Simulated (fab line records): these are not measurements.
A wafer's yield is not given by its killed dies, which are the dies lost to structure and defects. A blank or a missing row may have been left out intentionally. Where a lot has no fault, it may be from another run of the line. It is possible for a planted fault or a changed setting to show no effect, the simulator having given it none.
fab line records ; flow sky130
record: lots: 11; wafers: 33; last-day: 50
route steps=708 shown CONTACT@414 METAL1@439
lots untouched by any fault: they come from a run of this same line in which no faults occurred
start-h: start of the lot's first displayed wafer, in hours after the record's first day ; wait-h: hours elapsed since this lot's preceding step ; " same as the row above ; L1.1+2: a single row standing in for several wafers ; - either no value or no given start ; * or withheld: withheld ; < > ~ a bound
route shown NAME@n: NAME is a module with steps in the file, n the number in the route of the first one ; usual: mean and standard deviation over wafers with no fault ; same: alike in all rows ; chamber/n: place in a boat ; sites: readings site by site ; _std_site: standard deviation across them ; _edge_site: the outer-site mean with the inner-site mean subtracted ; radius-mm: for every site, how far away it sits from the centre of the wafer ; mask NAME#n: copy n ; behind: tool/chamber where the wafer was last shaped ; hold: why the lot was held/for how many hours/how that ended ; device: transistor that didn't switch, given as n, p or np ; end of line: the route-end tests of the same wafers ; a step with no rows: only its recipe ; killed: the dies lost at the first sort to structure and to defects; this is not the yield of the wafer ; map: shows each die of a wafer: x if killed, . if not, _ if none is there
set.NAME: setting as actually run; set.NAME@STEP: the setting as run at that earlier step ; model.NAME: the simulator's own value behind a step, which no gauge read
a sample of lots followed through the steps of the route, with each step as a table and each wafer as a row
services: from which hour (start-h, from the record's first day; less than 0 if before it) a tool's chamber was out of use, for how many hours, and why
== steps ==
step: SKY_CONTACT_COAT_08
recipe: resist: BARC; temp-c: withheld; time-s: withheld; spin-rpm: 3000; resist-thk-nm: 60
lot.wafer;tool;chamber;start-h;wait-h
L665.1+3+5;litho-track-03;0;733.56;0.1
L666.3+4+6;litho-track-01;0;757.52;0.1
L667.2+4+6;litho-track-01;0;759.50;0.1
L675.1+4+5;litho-track-03;0;822.41;0.1
L676.1+5+6;litho-track-01;0;823.07;0.1
L678.1+2+4;litho-track-01;0;840.17;0.1
L679.1+3+4;litho-track-03;0;850.01;0.1
L682.1+2+5;litho-track-02;0;873.23;0.1
L683.1+3+5;litho-track-02;0;878.68;0.1
L684.3+4+6;litho-track-02;0;883.28;0.1
L685.2+3+5;litho-track-03;0;891.44;0.1
step: SKY_CONTACT_CD_MEAS_14
recipe: target-cd-nm: 170
usual: cd-nm: 169.6/1.9
lot.wafer;tool;chamber;start-h;wait-h;cd-nm
L665.1;cd-sem-02;-;748.45;-;167.2
L665.3;cd-sem-02;-;748.45;-;167.5
L665.5;cd-sem-02;-;748.45;-;166.3
L666.3;cd-sem-01;-;771.30;-;168.9
L666.4;cd-sem-01;-;771.30;-;169.7
L666.6;cd-sem-01;-;771.30;-;170.2
L667.2;cd-sem-01;-;773.68;-;167.8
L667.4;cd-sem-01;-;773.68;-;166.4
L667.6;cd-sem-01;-;773.68;-;169.0
L675.1;cd-sem-02;-;836.36;-;167.9
L675.4;cd-sem-02;-;836.36;-;168.3
L675.5;cd-sem-02;-;836.36;-;169.4
L676.1;cd-sem-01;-;836.82;-;173.0
L676.5;cd-sem-01;-;836.82;-;172.7
L676.6;cd-sem-01;-;836.82;-;171.9
L678.1;cd-sem-01;-;854.07;-;172.1
L678.2;cd-sem-01;-;854.07;-;169.4
L678.4;cd-sem-01;-;854.07;-;170.2
L679.1;cd-sem-01;-;863.31;-;170.3
L679.3;cd-sem-01;-;863.31;-;168.9
L679.4;cd-sem-01;-;863.31;-;167.8
L682.1;cd-sem-02;-;886.81;-;167.7
L682.2;cd-sem-02;-;886.81;-;167.4
L682.5;cd-sem-02;-;886.81;-;167.6
L683.1;cd-sem-01;-;891.67;-;166.2
L683.3;cd-sem-01;-;891.67;-;168.5
L683.5;cd-sem-01;-;891.67;-;167.2
L684.3;cd-sem-02;-;896.20;-;168.7
L684.4;cd-sem-02;-;896.20;-;168.5
L684.6;cd-sem-02;-;896.20;-;167.4
L685.2;cd-sem-01;-;904.03;-;171.6
L685.3;cd-sem-01;-;904.03;-;172.2
L685.5;cd-sem-01;-;904.03;-;172.8
step: SKY_CONTACT_ETCH_16
recipe: chemistry: N2/H2; target: BARC; ion-energy-ev: 200; source-w: 500; bias-w: 100; pressure-mtorr: 30; n2-flow-sccm: 100; h2-flow-sccm: 200; stop-on: SiO2; time-s: 45.9; target-depth-a: 600
usual: chamber-pressure-mTorr: 29.996/0.026; drypump-motor-current-A: 5.7/0.35; oes-product-au: 0.855/0.0043; throttle-valve-pct: 13.224/0.01
lot.wafer;tool;chamber;start-h;wait-h;chamber-pressure-mTorr;drypump-motor-current-A;oes-product-au;rf-hours-counter-h;throttle-valve-pct
L665.1;rie-diel-01;2;748.61;0.0;30.002;5.8;0.853;28;13.221
L665.3;rie-diel-01;0;748.61;0.0;29.988;5.5;0.862;11;13.245
L665.5;rie-diel-01;1;748.61;0.0;29.962;5.8;0.853;-;13.242
L666.3;rie-diel-04;3;771.42;0.0;30.030;5.9;0.863;17;13.229
L666.4;rie-diel-04;2;771.42;0.0;29.981;6.4;0.850;21;13.214
L666.6;rie-diel-04;0;771.42;0.0;29.984;5.6;0.863;-;13.220
L667.2;rie-diel-04;2;773.82;0.0;29.985;6.3;0.858;21;13.240
L667.4;rie-diel-04;1;773.82;0.0;30.000;5.2;0.853;20;13.203
L667.6;rie-diel-04;1;773.82;0.0;30.002;5.2;0.854;-;13.226
L675.1;rie-diel-04;0;836.52;0.0;30.003;5.5;0.848;16;13.225
L675.4;rie-diel-04;2;836.52;0.0;30.000;6.4;0.855;-;13.216
L675.5;rie-diel-04;0;836.52;0.0;30.019;5.6;0.850;-;13.213
L676.1;rie-diel-01;3;836.98;0.0;29.965;5.4;0.977;16;13.239
L676.5;rie-diel-01;3;836.98;0.0;29.974;5.3;0.860;-;13.220
L676.6;rie-diel-01;0;836.98;0.0;30.020;5.5;0.973;-;13.229
L678.1;rie-diel-04;0;854.23;0.0;30.006;5.5;0.978;16;13.241
L678.2;rie-diel-04;1;854.23;0.0;29.969;5.2;0.852;22;13.224
L678.4;rie-diel-04;3;854.23;0.0;29.996;5.9;0.865;20;13.227
L679.1;rie-diel-03;2;863.47;0.0;29.992;5.7;0.856;23;13.212
L679.3;rie-diel-03;0;863.47;0.0;29.953;5.3;0.857;4;13.242
L679.4;rie-diel-03;0;863.47;0.0;29.981;5.3;0.857;-;13.226
L682.1;rie-diel-01;0;886.97;0.0;30.016;5.5;0.855;16;13.225
L682.2;rie-diel-01;2;886.97;0.0;30.063;5.9;0.854;0;13.214
L682.5;rie-diel-01;0;886.97;0.0;29.951;5.6;0.852;-;13.223
L683.1;rie-diel-04;0;891.83;0.0;29.970;5.6;0.856;18;13.226
L683.3;rie-diel-04;3;891.83;0.0;29.978;5.9;0.859;21;13.218
L683.5;rie-diel-04;0;891.83;0.0;29.987;5.6;0.854;-;13.224
L684.3;rie-diel-01;1;896.32;0.0;29.975;5.9;0.852;10;13.219
L684.4;rie-diel-01;0;896.32;0.0;29.990;5.6;0.855;17;13.230
L684.6;rie-diel-01;2;896.32;0.0;29.958;5.9;0.858;-;13.216
L685.2;rie-diel-03;1;904.17;0.0;29.998;5.6;0.859;4;13.225
L685.3;rie-diel-03;2;904.17;0.0;29.987;5.7;0.853;25;13.216
L685.5;rie-diel-03;0;904.17;0.0;29.953;5.3;0.849;-;13.239
step: SKY_CONTACT_STRIP_19
recipe: chemistry: O2/N2; power-w: 1400; pressure-mtorr: 1500; platen-temp-c: withheld; o2-flow-sccm: 3000; n2-flow-sccm: 300; overash-fraction: 0.5
usual: chamber-pressure-mTorr: 1500.1/1.5; drypump-motor-current-A: 5.5/0.34; oes-product-au: 0.380/0.0048; strip-time-to-endpoint-s: 3.608/0.029
lot.wafer;tool;chamber;start-h;wait-h;chamber-pressure-mTorr;drypump-motor-current-A;oes-product-au;rf-hours-counter-h;strip-time-to-endpoint-s
L665.1;plasma-asher-03;1;748.74;-;1499.9;5.0;0.387;92;3.622
L665.3;plasma-asher-03;0;748.74;-;1500.5;5.0;0.393;-;3.562
L665.5;plasma-asher-03;1;748.74;-;1498.4;5.1;0.378;-;3.655
L666.3;plasma-asher-01;1;771.58;-;1501.4;5.8;0.386;-;3.583
L666.4;plasma-asher-01;0;771.58;-;1503.0;5.5;0.388;-;3.562
L666.6;plasma-asher-01;0;771.58;-;1499.0;5.5;0.371;-;3.625
L667.2;plasma-asher-04;0;773.95;-;1501.2;6.0;0.383;3;3.599
L667.4;plasma-asher-04;0;773.95;-;1498.4;6.0;0.380;-;3.556
L667.6;plasma-asher-04;1;773.95;-;1498.4;5.5;0.380;-;3.567
L675.1;plasma-asher-01;0;836.72;-;1497.7;5.4;0.381;43;3.635
L675.4;plasma-asher-01;1;836.72;-;1501.3;5.9;0.382;-;3.589
L675.5;plasma-asher-01;0;836.72;-;1500.9;5.5;0.382;-;3.630
L676.1;plasma-asher-03;1;837.11;-;1501.3;5.1;0.390;102;3.790
L676.5;plasma-asher-03;0;837.11;-;1499.7;5.1;0.373;-;3.597
L676.6;plasma-asher-03;1;837.11;-;1500.9;5.0;0.395;-;3.840
L678.1;plasma-asher-03;1;854.36;-;1500.1;5.1;0.379;103;3.813
L678.2;plasma-asher-03;0;854.36;-;1498.5;5.0;0.381;103;3.583
L678.4;plasma-asher-03;1;854.36;-;1501.5;5.1;0.380;-;3.585
L679.1;plasma-asher-01;1;870.67;-;1496.9;5.8;0.382;46;3.615
L679.3;plasma-asher-01;1;870.67;-;1498.8;5.9;0.384;-;3.604
L679.4;plasma-asher-01;0;870.67;-;1500.7;5.5;0.381;-;3.610
L682.1;plasma-asher-04;0;887.10;-;1500.0;6.0;0.378;13;3.599
L682.2;plasma-asher-04;1;887.10;-;1500.4;5.5;0.374;13;3.632
L682.5;plasma-asher-04;0;887.10;-;1500.1;6.0;0.383;-;3.602
L683.1;plasma-asher-03;1;891.96;-;1500.2;5.0;0.380;107;3.683
L683.3;plasma-asher-03;1;891.96;-;1501.1;5.1;0.371;-;3.636
L683.5;plasma-asher-03;1;891.96;-;1498.8;5.1;0.384;-;3.670
L684.3;plasma-asher-03;1;896.48;-;1501.4;5.0;0.382;-;3.624
L684.4;plasma-asher-03;0;896.48;-;1499.7;5.0;0.376;-;3.627
L684.6;plasma-asher-03;1;896.48;-;1500.4;5.1;0.385;-;3.648
L685.2;plasma-asher-01;0;904.30;-;1502.3;5.5;0.383;50;3.636
L685.3;plasma-asher-01;1;904.30;-;1501.5;5.9;0.380;-;3.634
L685.5;plasma-asher-01;0;904.30;-;1500.8;5.5;0.376;-;3.623
step: SKY_METAL1_RS_MEAS_05
recipe: thk-meas-gauge: four-point-probe; reads: TiN_of_METAL1_SPUTTER_04+Ti_of_METAL1_SPUTTER_03+AlCu_of_METAL1_SPUTTER_02+TiN_of_METAL1_SPUTTER_01+Ti_of_METAL1_SPUTTER_00
usual: METAL1_ALCU_RS: 0.1266/0.0018
lot.wafer;tool;chamber;start-h;wait-h;METAL1_ALCU_RS[ohm/sq]
L665.1;film-metro-03;-;750.16;0.0;0.1274
L665.3;film-metro-03;-;750.16;0.0;0.1229
L665.5;film-metro-03;-;750.16;0.0;0.1261
L666.3;film-metro-02;-;772.97;0.1;0.1256
L666.4;film-metro-02;-;772.97;0.1;0.1260
L666.6;film-metro-02;-;772.97;0.1;0.1271
L667.2;film-metro-03;-;775.35;0.0;0.1294
L667.4;film-metro-03;-;775.35;0.0;0.1257
L667.6;film-metro-03;-;775.35;0.0;0.1263
L675.1;film-metro-02;-;838.25;0.0;0.1247
L675.4;film-metro-02;-;838.25;0.0;0.1248
L675.5;film-metro-02;-;838.25;0.0;0.1242
L676.1;film-metro-01;-;838.55;0.0;0.1271
L676.5;film-metro-01;-;838.55;0.0;0.1274
L676.6;film-metro-01;-;838.55;0.0;0.1233
L678.1;film-metro-03;-;855.75;0.0;0.1271
L678.2;film-metro-03;-;855.75;0.0;0.1273
L678.4;film-metro-03;-;855.75;0.0;0.1281
L679.1;film-metro-03;-;872.14;0.0;0.1270
L679.3;film-metro-03;-;872.14;0.0;0.1243
L679.4;film-metro-03;-;872.14;0.0;0.1251
L682.1;film-metro-03;-;888.48;0.0;0.1266
L682.2;film-metro-03;-;888.48;0.0;0.1263
L682.5;film-metro-03;-;888.48;0.0;0.1262
L683.1;film-metro-02;-;893.34;0.0;0.1275
L683.3;film-metro-02;-;893.34;0.0;0.1266
L683.5;film-metro-02;-;893.34;0.0;0.1261
L684.3;film-metro-03;-;897.87;0.1;0.1255
L684.4;film-metro-03;-;897.87;0.1;0.1258
L684.6;film-metro-03;-;897.87;0.1;0.1264
L685.2;film-metro-02;-;905.90;0.0;0.1274
L685.3;film-metro-02;-;905.90;0.0;0.1264
L685.5;film-metro-02;-;905.90;0.0;0.1284
step: SKY_METAL1_ETCH_18
recipe: chemistry: N2/H2; target: BARC; ion-energy-ev: 200; bias-w: 100; pressure-mtorr: 30; n2-flow-sccm: 100; h2-flow-sccm: 200; icp-w: 500; stop-on: SiO2; time-s: 45.9; target-depth-a: 600
usual: chamber-pressure-mTorr: 30.000/0.025; drypump-motor-current-A: 6.3/0.45; oes-product-au: 0.855/0.0049; throttle-valve-pct: 13.225/0.0095
lot.wafer;tool;chamber;start-h;wait-h;chamber-pressure-mTorr;drypump-motor-current-A;oes-product-au;rf-hours-counter-h;throttle-valve-pct
L665.1;rie-metal-04;0;777.06;0.0;30.016;6.4;0.859;7;13.229
L665.3;rie-metal-04;0;777.06;0.0;30.039;6.4;0.844;-;13.234
L665.5;rie-metal-04;1;777.06;0.0;29.987;6.7;0.853;-;13.231
L666.3;rie-metal-02;0;799.23;0.1;29.975;6.0;0.857;-;13.215
L666.4;rie-metal-02;0;799.23;0.1;30.041;6.0;0.861;-;13.223
L666.6;rie-metal-02;0;799.23;0.1;30.016;6.0;0.850;-;13.232
L667.2;rie-metal-03;0;802.21;0.0;29.989;5.4;0.851;14;13.231
L667.4;rie-metal-03;0;802.21;0.0;30.012;5.4;0.857;-;13.209
L667.6;rie-metal-03;0;802.21;0.0;29.975;5.4;0.845;-;13.228
L675.1;rie-metal-03;0;863.86;0.0;30.014;5.5;0.857;17;13.228
L675.4;rie-metal-03;1;863.86;0.0;29.968;6.1;0.853;-;13.210
L675.5;rie-metal-03;0;863.86;0.0;30.036;5.4;0.851;-;13.225
L676.1;rie-metal-04;1;864.46;0.0;30.024;6.7;0.856;9;13.242
L676.5;rie-metal-04;1;864.46;0.0;30.011;6.7;0.856;-;13.228
L676.6;rie-metal-04;0;864.46;0.0;30.018;6.4;0.860;-;13.220
L678.1;rie-metal-04;0;881.36;0.0;29.974;6.4;0.852;11;13.209
L678.2;rie-metal-04;1;881.36;0.0;29.963;6.8;0.852;9;13.218
L678.4;rie-metal-04;1;881.36;0.0;30.010;6.8;0.857;-;13.216
L679.1;rie-metal-03;1;898.26;0.0;29.991;6.1;0.861;8;13.223
L679.3;rie-metal-03;0;898.26;0.0;29.994;5.5;0.845;-;13.210
L679.4;rie-metal-03;1;898.26;0.0;30.005;6.1;0.854;-;13.217
L682.1;rie-metal-02;1;914.00;0.1;29.972;6.7;0.854;12;13.224
L682.2;rie-metal-02;1;914.00;0.1;29.996;6.6;0.854;-;13.225
L682.5;rie-metal-02;1;914.00;0.1;29.989;6.6;0.855;-;13.220
L683.1;rie-metal-02;1;918.24;0.1;30.039;6.6;0.864;12;13.214
L683.3;rie-metal-02;1;918.24;0.1;30.015;6.6;0.857;-;13.233
L683.5;rie-metal-02;1;918.24;0.1;30.017;6.6;0.860;-;13.234
L684.3;rie-metal-02;1;923.18;0.1;29.979;6.7;0.847;-;13.225
L684.4;rie-metal-02;1;923.18;0.1;30.017;6.7;0.858;-;13.233
L684.6;rie-metal-02;1;923.18;0.1;29.979;6.7;0.864;-;13.217
L685.2;rie-metal-04;0;930.86;0.0;30.011;6.4;0.858;13;13.214
L685.3;rie-metal-04;1;930.86;0.0;30.006;6.7;0.857;-;13.214
L685.5;rie-metal-04;0;930.86;0.0;30.032;6.4;0.857;-;13.241
== services ==
tool;chamber;start-h;hours;kind
plasma-asher-03;-;712.82;2.8;pm
rie-diel-03;1;718.14;9.3;repair
rie-metal-03;-;729.44;14.6;pm
rie-diel-03;-;731.23;0.6;repair
plasma-asher-04;-;733.75;9.0;pm
plasma-asher-01;-;738.13;1.7;repair
rie-metal-03;1;744.07;29.0;repair
rie-diel-03;2;762.65;1.8;repair
rie-diel-03;3;767.08;7.6;repair
plasma-asher-04;-;786.38;6.1;repair
rie-metal-02;1;798.33;10.3;repair
plasma-asher-04;-;808.40;8.5;repair
rie-diel-01;2;810.21;1.4;repair
rie-diel-04;1;828.45;9.7;repair
rie-diel-04;3;836.02;1.4;repair
rie-metal-02;-;841.42;2.8;pm
rie-diel-01;2;844.97;-;clean
rie-diel-01;2;844.97;33.2;scheduled-down
rie-diel-01;2;844.97;33.2;vent-cycle
rie-diel-03;3;855.48;132.0;repair
rie-metal-03;1;869.59;1.9;repair
rie-diel-01;1;872.11;2.4;repair
plasma-asher-04;-;902.95;12.9;pm
rie-metal-04;-;911.98;0.4;repair
== key ==
first-sign: step: SKY_CONTACT_ETCH_16; reading: oes-product-au; direction: up; sigmas: 28; usual: 0.855; struck: 0.976
effect: step: SKY_CONTACT_STRIP_19; reading: strip-time-to-endpoint-s; direction: up; sigmas: 7.2; usual: *; struck: *
met-at SKY_CONTACT_COAT_08
struck-lots L676,L678
struck-wafers L676.1,L676.6,L678.1
tester-left-out L676,L678
not-acting-at SKY_CONTACT_CD_MEAS_14,SKY_METAL1_RS_MEAS_05,SKY_METAL1_ETCH_18
onset-between 759.50 823.07
fault: kind: process-parameter-drift; tool: litho-track-01; chamber: -; onset-h: 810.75; steps: SKY_CONTACT_COAT_08; channel: resist-thk-nm; offset: 14.156; shape: step; end-h: 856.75; scope: struck-wafers-only; acts-in: these-recipes-only; stated: 60
tester-left-out: of these lots the tester's yield and bins aren't shown, on N5 and GAA mostly nor the transistor test; their killed dies are dies lost to structure and defects alone, not to doping, threshold or leakage, so they don't give the yield
